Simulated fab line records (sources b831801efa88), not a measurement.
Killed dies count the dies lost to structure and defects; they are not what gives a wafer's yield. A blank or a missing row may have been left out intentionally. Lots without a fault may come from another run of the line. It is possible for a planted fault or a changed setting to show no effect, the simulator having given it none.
fab line records	flow sky130
record: lots: 14	wafers: 42	last_day: 50
route steps=708 shown METAL2@501 METAL3@532
lots untouched by any fault: they come from a run of this same line in which no faults occurred
start_h: the number of hours between the record's first day and the start of the first shown wafer of the lot	wait_h: hours elapsed since this lot's preceding step	" identical to the entry in the row above	L1.1+2: a single row standing in for several wafers	- value missing, or start not given	* or withheld: withheld	< > ~ a bound
route shown NAME@n: NAME is a module with steps in the file, n the number in the route of the first one	usual: average and standard deviation across the fault-free wafers	same: alike in all rows	chamber/n: place in a boat	sites: per-site readings	_std_site: the standard deviation of these	_edge_site: inner sites' mean taken away from outer sites' mean	radius_mm: for every site, how far away it sits from the centre of the wafer	mask NAME#n: copy n	behind: the most recent tool/chamber to have shaped the wafer	hold: why the lot was held/for how many hours/how that ended	device: which transistor (n, p or np) failed to switch	end of line: the tests these same wafers got at the end of their route	a step without rows: its recipe alone	killed: count of dies lost to structure and defects at first sort (not the wafer's yield)	map: dies across one wafer; x = killed, . = not, _ = none there
set.NAME: setting as actually run; set.NAME@STEP: the setting as run at that earlier step	model.NAME: the simulator's own value behind a step, which no gauge read
steps of the route over a sample of lots; a table a step, a row a wafer
services: the hour from which a tool's chamber was out of use, counted from the record's first day as start_h (under 0 if before that day), plus the number of hours and why
== steps ==
step: SKY_METAL2_ETCH_18
recipe: chemistry: N2/H2	target: BARC	ion_energy_ev: 200	bias_w: 100	pressure_mtorr: 30	n2_flow_sccm: 100	h2_flow_sccm: 200	icp_w: 500	stop_on: SiO2	time_s: 45.9	target_depth_a: 600
usual: bias_w: 100.03/0.28	drypump_motor_current_A: 6.0/0.48	h2_flow_sccm: 199.9/0.62	oes_product_au: 0.855/0.0049	rf_fwd_power_W: 494.0/1.9	throttle_valve_pct: 13.225/0.0096
lot.wafer	tool	chamber	start_h	wait_h	bias_w	drypump_motor_current_A	h2_flow_sccm	oes_product_au	rf_fwd_power_W	rf_hours_counter_h	throttle_valve_pct
L798.1	rie_metal-02	0	830.46	0.0	99.43	6.2	199.2	0.860	494.5	12	13.262
L798.2	"	1	"	"	100.09	5.4	200.0	0.849	493.4	4	13.216
L798.5	"	0	"	"	99.97	6.2	201.0	0.860	493.5	-	13.224
L799.2	rie_metal-01	1	831.42	0.0	100.41	5.3	199.8	0.862	495.1	1	13.236
L799.3	"	0	"	"	100.04	6.8	200.0	0.845	491.0	-	13.213
L799.5	"	1	"	"	100.14	5.3	200.3	0.848	491.9	-	13.229
L801.1	rie_metal-01	1	847.39	0.0	100.41	5.3	199.6	0.856	495.4	2	13.230
L801.2	"	0	"	"	99.51	6.8	201.0	0.849	492.3	4	13.219
L801.5	"	0	"	"	99.67	6.8	200.6	0.860	490.0	-	13.223
L802.1	rie_metal-02	0	872.69	0.0	99.95	6.2	200.0	0.855	495.7	14	13.225
L802.2	"	1	"	"	100.03	5.4	199.8	0.857	493.3	6	13.225
L802.6	"	0	"	"	100.02	6.2	200.3	0.855	493.7	-	13.213
L803.2	rie_metal-03	1	876.71	0.0	100.40	6.1	200.1	0.854	495.2	5	13.221
L803.3	"	1	"	"	100.12	6.0	199.3	0.849	496.5	-	13.234
L803.6	"	0	"	"	100.14	6.2	200.0	0.851	496.4	-	13.240
L804.1	rie_metal-03	1	877.76	0.0	99.84	6.1	199.5	0.852	495.7	5	13.226
L804.4	"	0	"	"	99.69	6.2	200.1	0.859	494.8	-	13.223
L804.6	"	0	"	"	100.30	6.2	200.3	0.857	495.4	-	13.231
L805.3	rie_metal-03	1	882.29	0.0	99.70	6.1	199.7	0.856	497.2	-	13.230
L805.5	"	0	"	"	100.05	6.2	200.2	0.858	496.5	-	13.210
L805.6	"	1	"	"	100.08	6.1	199.8	0.860	496.1	-	13.220
L806.1	rie_metal-01	1	906.69	0.0	99.77	5.3	200.9	0.851	494.0	4	13.215
L806.2	"	0	"	"	100.34	6.8	200.4	0.848	492.0	6	13.220
L806.5	"	0	"	"	99.97	6.8	199.7	0.869	490.5	-	13.238
L807.2	rie_metal-02	1	908.82	0.0	100.12	5.4	199.8	0.850	493.2	8	13.235
L807.4	"	1	"	"	99.83	5.4	200.6	0.852	492.0	-	13.219
L807.6	"	1	"	"	99.54	5.4	199.9	0.845	492.5	-	13.217
L809.3	rie_metal-03	1	925.31	0.0	100.20	6.1	199.2	0.854	495.6	-	13.228
L809.4	"	0	"	"	99.74	6.2	200.0	0.846	494.5	-	13.214
L809.6	"	1	"	"	99.73	6.1	200.1	0.849	496.6	-	13.219
L808.1	rie_metal-03	1	926.16	0.0	100.38	6.1	199.8	0.858	497.8	8	13.228
L808.2	"	0	"	"	100.13	6.2	199.4	0.854	495.1	14	13.231
L808.3	"	0	"	"	99.63	6.2	199.5	0.851	495.6	-	13.206
L815.2	rie_metal-02	1	955.01	0.0	100.26	5.4	200.2	0.861	493.1	10	13.212
L815.5	"	1	"	"	100.12	5.5	200.4	0.850	492.5	-	13.235
L815.6	"	0	"	"	100.31	6.2	200.6	0.855	495.9	-	13.235
L814.1	rie_metal-03	1	956.96	0.0	100.24	6.1	199.4	0.858	496.6	9	13.231
L814.3	"	1	"	"	100.46	6.1	199.9	0.854	494.1	-	13.211
L814.4	"	0	"	"	99.61	6.2	200.5	0.858	494.8	-	13.211
L819.3	rie_metal-02	1	985.13	0.0	100.15	5.4	200.3	0.861	491.8	-	13.213
L819.4	"	0	"	"	99.88	6.2	199.9	0.858	492.9	-	13.217
L819.5	"	1	"	"	100.11	5.4	200.3	0.857	493.7	-	13.223
step: SKY_METAL3_SPUTTER_00
recipe: material: Ti	target_thk_nm: 15	power_w: 2969	time_s: 10	chamber_pressure_pa: 0.4
usual: throttle_valve_pct: 29.8/0.84
lot.wafer	tool	chamber	start_h	wait_h	throttle_valve_pct
L798.1	pvd_sputter-02	-	858.53	0.2	30.2
L798.2	"	-	"	"	28.5
L798.5	"	-	"	"	31.3
L799.2	pvd_sputter-03	-	860.96	0.1	29.9
L799.3	"	-	"	"	29.2
L799.5	"	-	"	"	29.7
L801.1	pvd_sputter-02	-	875.28	0.1	28.9
L801.2	"	-	"	"	30.7
L801.5	"	-	"	"	28.6
L802.1	pvd_sputter-02	-	900.85	0.2	28.4
L802.2	"	-	"	"	30.3
L802.6	"	-	"	"	29.0
L803.2	pvd_sputter-04	-	904.83	0.2	30.9
L803.3	"	-	"	"	28.6
L803.6	"	-	"	"	30.6
L804.1	pvd_sputter-03	-	906.34	0.1	29.0
L804.4	"	-	"	"	29.7
L804.6	"	-	"	"	29.1
L805.3	pvd_sputter-03	-	911.00	0.2	29.8
L805.5	"	-	"	"	29.9
L805.6	"	-	"	"	29.0
L806.1	pvd_sputter-02	-	935.53	0.1	31.3
L806.2	"	-	"	"	30.6
L806.5	"	-	"	"	30.8
L807.2	pvd_sputter-02	-	936.64	0.1	30.5
L807.4	"	-	"	"	28.6
L807.6	"	-	"	"	28.5
L809.3	pvd_sputter-02	-	952.75	0.2	30.1
L809.4	"	-	"	"	31.3
L809.6	"	-	"	"	30.7
L808.1	pvd_sputter-03	-	954.20	0.2	29.3
L808.2	"	-	"	"	30.1
L808.3	"	-	"	"	29.8
L815.2	pvd_sputter-03	-	981.98	0.1	29.2
L815.5	"	-	"	"	29.2
L815.6	"	-	"	"	29.6
L814.1	pvd_sputter-02	-	983.48	0.1	28.9
L814.3	"	-	"	"	31.2
L814.4	"	-	"	"	30.6
L819.3	pvd_sputter-02	-	1011.49	0.1	31.0
L819.4	"	-	"	"	30.2
L819.5	"	-	"	"	28.7
step: SKY_METAL3_PEB_11
recipe: peb_temp_c: withheld	peb_time_s: withheld	resist: KrF-thick
usual: chill_plate_temp_C: *	exhaust_pa: 44.7/0.91
lot.wafer	tool	chamber	start_h	wait_h	chill_plate_temp_C	exhaust_pa
L798.1	litho_track-03	0	910	-	*	45.5
L798.2	"	0	"	"	*	45.7
L798.5	"	0	"	"	*	44.7
L799.2	litho_track-02	0	911	-	*	44.7
L799.3	"	0	"	"	*	44.7
L799.5	"	0	"	"	*	45.4
L801.1	litho_track-02	0	925	-	*	43.9
L801.2	"	0	"	"	*	44.2
L801.5	"	0	"	"	*	44.8
L802.1	litho_track-02	0	951	-	*	43.3
L802.2	"	0	"	"	*	44.7
L802.6	"	0	"	"	*	43.1
L803.2	litho_track-02	0	955	-	*	44.6
L803.3	"	0	"	"	*	43.7
L803.6	"	0	"	"	*	44.8
L804.1	litho_track-03	0	957	-	*	43.2
L804.4	"	0	"	"	*	42.9
L804.6	"	0	"	"	*	43.7
L805.3	litho_track-03	0	960	-	*	44.0
L805.5	"	0	"	"	*	45.2
L805.6	"	0	"	"	*	44.0
L806.1	litho_track-02	0	984	-	*	45.5
L806.2	"	0	"	"	*	45.5
L806.5	"	0	"	"	*	45.1
L807.2	litho_track-02	0	985	-	*	45.0
L807.4	"	0	986	-	*	45.4
L807.6	"	0	"	"	*	44.8
L809.3	litho_track-03	0	999	-	*	44.3
L809.4	"	0	"	"	*	44.2
L809.6	"	0	"	"	*	43.8
L808.1	litho_track-03	0	1003	-	*	44.6
L808.2	"	0	"	"	*	44.3
L808.3	"	0	"	"	*	44.9
L815.2	litho_track-02	-	1028	-	-	-
L815.5	"	-	"	"	-	-
L815.6	"	-	"	"	-	-
L814.1	litho_track-03	-	1030	-	-	-
L814.3	"	-	"	"	-	-
L814.4	"	-	"	"	-	-
L819.3	litho_track-01	0	1058	-	*	43.7
L819.4	"	0	"	"	*	45.1
L819.5	"	0	"	"	*	44.6
step: SKY_METAL3_METAL_ETCH_18
recipe: target_depth_a: 8450	stop_on: SiO2	over_etch_frac: 0.3	time_s: 183.1	chemistry: Cl2/BCl3	resist_sidewall_deg: 88	pressure_mtorr: 10	icp_w: 900	bias_w: 48.5	Cl2_flow_sccm: 60	bcl3_flow_sccm: 30
usual: bias_w: 48.52/0.15	drypump_motor_current_A: 6.1/0.47	oes_product_au: 0.867/0.0068	rf_fwd_power_W: 896/3.1	throttle_valve_pct: 22.266/0.0096
lot.wafer	tool	chamber	start_h	wait_h	bias_w	drypump_motor_current_A	oes_product_au	rf_fwd_power_W	rf_hours_counter_h	throttle_valve_pct
L798.1	rie_metal-03	0	910.81	0.0	48.77	6.2	0.863	902	13	22.249
L798.2	"	1	"	"	48.29	6.0	0.872	900	7	22.292
L798.5	"	1	"	"	48.30	6.1	0.866	900	-	22.286
L799.2	rie_metal-04	0	912.32	0.0	48.44	6.1	0.877	901	2	22.258
L799.3	"	0	"	"	48.51	6.1	0.876	899	-	22.271
L799.5	"	1	"	"	48.65	6.2	0.872	900	-	22.261
L801.1	rie_metal-01	1	925.97	0.0	48.42	5.3	0.867	893	5	22.261
L801.2	"	0	"	"	48.54	6.8	0.863	896	8	22.270
L801.5	"	0	"	"	48.72	6.8	0.857	895	-	22.263
L802.1	rie_metal-04	0	951.72	0.0	48.63	6.1	0.874	897	4	22.262
L802.2	"	1	"	"	48.58	6.2	0.859	896	11	22.264
L802.6	"	0	"	"	48.67	6.1	0.865	898	-	22.276
L803.2	rie_metal-01	0	956.27	0.0	48.43	6.8	0.874	890	9	22.267
L803.3	"	0	"	"	48.50	6.8	0.870	896	-	22.274
L803.6	"	0	"	"	48.50	6.8	0.874	893	-	22.274
L804.1	rie_metal-01	1	958.31	0.0	48.53	5.3	0.868	895	7	22.270
L804.4	"	1	"	"	48.55	5.3	0.876	900	-	22.262
L804.6	"	1	"	"	48.53	5.3	0.876	899	-	22.246
L805.3	rie_metal-03	0	961.47	0.1	48.15	6.2	0.871	897	-	22.265
L805.5	"	1	"	"	48.61	6.1	0.863	897	-	22.264
L805.6	"	0	"	"	48.27	6.2	0.874	899	-	22.264
L806.1	rie_metal-01	0	984.72	0.0	48.71	6.8	0.863	896	11	22.266
L806.2	"	1	"	"	48.63	5.3	0.854	893	8	22.268
L806.5	"	0	"	"	48.74	6.8	0.857	898	-	22.246
L807.2	rie_metal-01	0	986.61	0.0	48.40	6.8	0.871	895	11	22.285
L807.4	"	1	"	"	48.53	5.3	0.867	900	-	22.274
L807.6	"	0	"	"	48.43	6.8	0.858	895	-	22.273
L809.3	rie_metal-03	0	1000.55	0.1	48.62	6.2	0.870	897	-	22.265
L809.4	"	1	"	"	48.66	6.1	0.880	896	-	22.275
L809.6	"	1	"	"	48.59	6.1	0.870	896	-	22.261
L808.1	rie_metal-03	1	1004.19	0.0	48.37	6.1	0.864	899	11	22.274
L808.2	"	0	"	"	48.66	6.2	0.870	895	17	22.263
L808.3	"	1	"	"	48.42	6.1	0.873	894	-	22.268
L815.2	rie_metal-04	0	1029.22	0.0	48.27	6.1	0.868	894	8	22.254
L815.5	"	0	"	"	48.29	6.1	0.863	899	-	22.253
L815.6	"	1	"	"	48.82	6.3	0.867	899	-	22.270
L814.1	rie_metal-01	1	1031.41	0.0	48.64	5.3	0.872	897	11	22.267
L814.3	"	1	"	"	48.66	5.3	0.866	892	-	22.255
L814.4	"	0	"	"	48.36	6.7	0.864	888	-	22.279
L819.3	rie_metal-04	1	1059.20	0.1	48.34	6.2	0.871	893	-	22.271
L819.4	"	0	"	"	48.44	6.1	0.866	896	-	22.259
L819.5	"	1	"	"	48.40	6.2	0.879	894	-	22.273
== services ==
tool	chamber	start_h	hours	kind
rie_metal-02	-	824.26	1.4	pm
rie_metal-04	0	834.89	-	clean
rie_metal-04	0	834.89	21.4	scheduled_down
rie_metal-04	0	834.89	21.4	vent_cycle
pvd_sputter-03	-	924.89	2.9	repair
rie_metal-03	0	964.31	4.1	repair
rie_metal-04	1	988.97	15.5	repair
rie_metal-02	-	1010.42	26.5	repair
rie_metal-02	0	1036.94	-	clean
rie_metal-02	0	1036.94	14.4	scheduled_down
rie_metal-02	0	1036.94	14.4	vent_cycle
rie_metal-04	-	1048.09	2.8	pm
pvd_sputter-04	-	1048.40	6.9	repair
== key ==
first_sign: step: SKY_METAL3_PEB_11	reading: tool_record	direction: missing
effect none on later readings
met_at SKY_METAL3_PEB_11
struck_lots L814,L815
later_rows_left_out L814.1,L814.3,L814.4,L815.2,L815.5,L815.6
sort_left_out L814.1,L814.3,L814.4,L815.2,L815.5,L815.6
not_acting_at SKY_METAL2_ETCH_18,SKY_METAL3_SPUTTER_00,SKY_METAL3_METAL_ETCH_18
onset_between 1003 1028
fault: kind: skipped_step_whole	tool: litho_track-02,litho_track-03	chamber: -	onset_h: 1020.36	steps: SKY_METAL3_PEB_11	scope: struck_lots_only
sort_left_out: the simulated sort isn't trusted on such a fault, so these wafers' sort isn't shown, and their yield isn't known
later_rows_left_out: the simulator's readings of these wafers behind a module that went badly wrong aren't trusted and aren't shown, but for the sort
